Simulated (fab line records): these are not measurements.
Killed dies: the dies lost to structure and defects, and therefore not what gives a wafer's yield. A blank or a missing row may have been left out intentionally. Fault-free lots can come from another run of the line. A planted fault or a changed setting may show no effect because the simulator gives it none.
Matching of chambers -- flow gf180mcu -- GF_V3_CMP_04 on cmp-02 has 4 sister chambers
The step polishes SiO2. 4 wafers are shown with their chamber, then 12 later ones without.

## WAFERS, EACH WITH ITS CHAMBER
wafer,chamber,motor current A (A)
L087.5,0,12.2
L089.1,2,11.7
L089.2,3,14.9
L089.3,1,12.0

## WAFERS WHOSE CHAMBER IS MISSING
wafer,motor current A (A)
L091.1,11.7
L091.3,14.6
L091.5,11.7
L092.1,12.4
L092.2,11.9
L092.5,13.1
L094.1,12.0
L094.2,13.2
L094.3,11.9
L096.3,12.3
L096.4,12.7
L096.5,15.4

## WHICH CHAMBER EACH WENT THROUGH
wafer,from the rows above,in truth
L091.1,can't be placed: 2 or 1 or 0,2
L091.3,3,3
L091.5,can't be placed: 2 or 1 or 0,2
L092.1,can't be placed: 0 or 1 or 2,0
L092.2,can't be placed: 1 or 2 or 0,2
L092.5,can't be placed: 0 or 1 or 2 or 3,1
L094.1,can't be placed: 1 or 0 or 2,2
L094.2,can't be placed: 0 or 1 or 2 or 3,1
L094.3,can't be placed: 1 or 2 or 0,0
L096.3,can't be placed: 0 or 1 or 2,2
L096.4,can't be placed: 0 or 1 or 2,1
L096.5,3,3
Correct placement for 2 of the 12. Can't be placed from these rows: 10 (the true chamber is among the candidates in 10). Placed wrongly: 0.
How it was worked out, from the rows above alone: a wafer's distance from a chamber is the root of the sum, over the readings, of the square of ((its reading less the chamber's mean) divided by the reading's scatter). The wafer belongs to the nearest chamber; if the next one is less than 2 further off, it can't be placed. A chamber's mean is the mean of its shown wafers. The scatter: root of mean squared gap, hidden wafer to nearest shown wafer, with one shown wafer a chamber.
